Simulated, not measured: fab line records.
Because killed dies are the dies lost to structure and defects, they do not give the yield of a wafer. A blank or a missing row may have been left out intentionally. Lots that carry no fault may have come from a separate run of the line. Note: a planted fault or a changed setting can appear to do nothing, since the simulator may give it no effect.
Which of the tools did it? | flow gf180mcu | Sampling: 14 lots, 42 wafers, 4 of 602 route steps

## WHAT THE GAUGES SHOWED, per wafer
GF_M5_CD_MEAS_07 targets a cd of 280 nm.
lot  | measured     | on        | cd-nm (nm)
L298 | day 26 06:52 | cd-sem-01 | 280.1 280.6 281.5
L299 | day 26 10:01 | cd-sem-01 | 278.2 278.6 278.4
L301 | day 27 15:19 | cd-sem-01 | 278.9 278.8 280.0
L302 | day 27 17:57 | cd-sem-02 | 279.8 280.3 279.8
L303 | day 28 01:52 | cd-sem-02 | 278.8 279.4 279.4
L304 | day 28 07:55 | cd-sem-02 | 280.4 279.6 280.1
L305 | day 28 16:21 | cd-sem-01 | 279.4 279.0 279.6
L306 | day 28 20:43 | cd-sem-01 | 279.9 279.7 280.1
L308 | day 29 10:09 | cd-sem-01 | 280.4 280.4 280.3
L311 | day 30 08:20 | cd-sem-01 | 277.8 278.4 278.4
L317 | day 31 18:12 | cd-sem-01 | 279.0 279.1 281.6
L318 | day 32 00:06 | cd-sem-01 | 280.2 279.3 278.4
L319 | day 32 08:20 | cd-sem-02 | 277.6 276.7 277.4
L321 | day 32 18:42 | cd-sem-02 | 279.3 278.4 279.5

GF_TOP_METAL_RS_MEAS_05: uses a four-point probe to measure.
lot  | measured     | on            | TOP_METAL_ALCU_RS (ohm/sq)
L298 | day 27 06:31 | film-metro-02 | 0.0322 0.0330 0.0327
L299 | day 27 09:25 | film-metro-03 | 0.0329 0.0320 0.0330
L301 | day 28 14:06 | film-metro-02 | 0.0325 0.0324 0.0324
L302 | day 28 17:33 | film-metro-03 | 0.0328 0.0328 0.0327
L303 | day 29 00:29 | film-metro-02 | 0.0322 0.0319 0.0320
L304 | day 29 06:05 | film-metro-01 | 0.0334 0.0329 0.0328
L305 | day 29 14:56 | film-metro-02 | 0.0334 0.0340 0.0331
L306 | day 29 18:48 | film-metro-01 | 0.0327 0.0328 0.0326
L308 | day 30 08:23 | film-metro-03 | 0.0325 0.0322 0.0330
L311 | day 31 05:30 | film-metro-02 | 0.0326 0.0321 0.0329
L317 | day 32 14:15 | film-metro-03 | 0.0327 0.0326 0.0324
L318 | day 32 20:18 | film-metro-03 | 0.0325 0.0335 0.0325
L319 | day 33 03:46 | film-metro-02 | 0.0328 0.0326 0.0323
L321 | day 33 14:01 | film-metro-02 | 0.0328 0.0330 0.0329

## WHAT TOOL EACH LOT RAN ON (gives the tool, then ch and the chambers of the sampled wafers, and finally the start)
lot  | GF_MIM_CVD_05                   | GF_V5_STRIP_18
L298 | pecvd-04 ch 0,1,2, day 24 11:58 | plasma-asher-03 ch 0,1, day 27 05:01
L299 | pecvd-02 ch 0,1,2, day 24 15:05 | plasma-asher-04 ch 0,1, day 27 07:56
L301 | pecvd-02 ch 0,1, day 25 21:05   | plasma-asher-03 ch 0,1, day 28 12:35
L302 | pecvd-04 ch 0,1,2, day 26 00:31 | plasma-asher-02 ch 0,1, day 28 16:06
L303 | pecvd-02 ch 1, day 26 09:02     | plasma-asher-04 ch 0,1, day 28 23:01
L304 | pecvd-01 ch 0,2, day 26 15:17   | plasma-asher-03 ch 0,1, day 29 04:37
L305 | pecvd-02 ch 0,1,2, day 27 00:19 | plasma-asher-04 ch 0,1, day 29 13:27
L306 | pecvd-01 ch 1,2, day 27 04:26   | plasma-asher-03 ch 0,1, day 29 17:19
L308 | pecvd-01 ch 1,2, day 27 18:40   | plasma-asher-04 ch 0, day 30 06:51
L311 | pecvd-04 ch 0,1,2, day 28 17:51 | plasma-asher-02 ch 0,1, day 31 04:02
L317 | pecvd-01 ch 1,2, day 30 07:31   | plasma-asher-03 ch 0,1, day 32 12:22
L318 | pecvd-02 ch 0,1, day 30 12:49   | plasma-asher-03 ch 0,1, day 32 18:52
L319 | pecvd-04 ch 0,1, day 30 22:04   | plasma-asher-04 ch 0,1, day 33 02:19
L321 | pecvd-01 ch 0,1,2, day 31 08:02 | plasma-asher-02 ch 0,1, day 33 12:35
- GF_MIM_CVD_05: deposits Si3N4, target thk 42 nm, time 29.086 s.
- GF_V5_STRIP_18: strips in O2/N2.

## AS READ BY THE TOOLS THEMSELVES (means over the sampled wafers that have a number; for cases with no such wafer, the mark the record gives instead)
GF_MIM_CVD_05.
lot  | tool     | heater-power-w (W)
L298 | pecvd-04 | 614
L299 | pecvd-02 | 689
L301 | pecvd-02 | 753
L302 | pecvd-04 | 650
L303 | pecvd-02 | 743
L304 | pecvd-01 | 590
L305 | pecvd-02 | 670
L306 | pecvd-01 | 588
L308 | pecvd-01 | 627
L311 | pecvd-04 | 650
L317 | pecvd-01 | 607
L318 | pecvd-02 | 752
L319 | pecvd-04 | 530
L321 | pecvd-01 | 571

GF_V5_STRIP_18.
lot  | tool            | drypump-motor-current-A (A) | heater-power-w (W) | n2-flow-sccm (sccm) | oes-product-au (a.u.)
L298 | plasma-asher-03 | 5.9                         | 339                | 300.3               | 0.574
L299 | plasma-asher-04 | 6.2                         | 317                | 299.8               | 0.565
L301 | plasma-asher-03 | 5.7                         | 343                | 299.1               | 0.567
L302 | plasma-asher-02 | 6.1                         | 297                | 299.8               | 0.566
L303 | plasma-asher-04 | 6.2                         | 313                | 300.6               | 0.574
L304 | plasma-asher-03 | 5.9                         | 331                | 300.5               | 0.569
L305 | plasma-asher-04 | 6.2                         | 314                | 298.7               | 0.566
L306 | plasma-asher-03 | 5.7                         | 342                | 300.3               | 0.572
L308 | plasma-asher-04 | 5.9                         | 278                | 300.4               | 0.568
L311 | plasma-asher-02 | 6.1                         | 294                | 300.7               | 0.569
L317 | plasma-asher-03 | 5.9                         | 332                | 279.3               | 0.571
L318 | plasma-asher-03 | 5.7                         | 344                | 259.0               | 0.567
L319 | plasma-asher-04 | 6.0                         | 290                | 299.8               | 0.563
L321 | plasma-asher-02 | 5.9                         | 295                | 300.1               | 0.570

## THE ANSWER, worked out from the rows above alone
Rule: the lots themselves supply what counts as usual. Put in order of their means at a reading, lots are off if they are a third of the lots or fewer, leave a main group of 4 or more, and stand apart from it by a gap of 3 or more times the standard deviation of the main group's means; of several such gaps the widest counts. A main group is skipped when, at the precision printed for the reading in the tables above, its means are all equal. Also off: a lot with no number at a reading for which 4 or more lots have one. The other lots that the step has rows for count as sound. The gauges are gone through in route order, then the tools' own readings, and for those a lot's mean is taken as printed above. The first step at which some lot is off is used, and at that step the reading that is off furthest; a lot without a number counts as furthest.
Off: L317, L318 (GF_V5_STRIP_18, n2-flow-sccm). Main group: mean 300.0 sccm, sd 0.58.
If a tool, at that step or one of the process steps before it, ran each lot that is off and ran no sound lot following the first of them, it fits. One fits: GF_V5_STRIP_18 on plasma-asher-03. Its last sound lot is L306 (day 29 17:19), its first lot that is off L317 (day 32 12:22): a fault that began between those two fits.
On the lots that are off, the tool's own readings at GF_V5_STRIP_18 differ by more than 5 times the standard deviation of the sound lots' means, which bears it out; n2-flow-sccm reads 269.1 sccm there versus 300.0 sccm on the sound lots.

## WHAT THE SIMULATOR PUT IN
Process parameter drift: plasma-asher-03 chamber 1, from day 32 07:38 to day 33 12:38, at GF_V5_STRIP_18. A move of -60 in setting n2-flow-sccm, from 300. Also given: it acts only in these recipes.
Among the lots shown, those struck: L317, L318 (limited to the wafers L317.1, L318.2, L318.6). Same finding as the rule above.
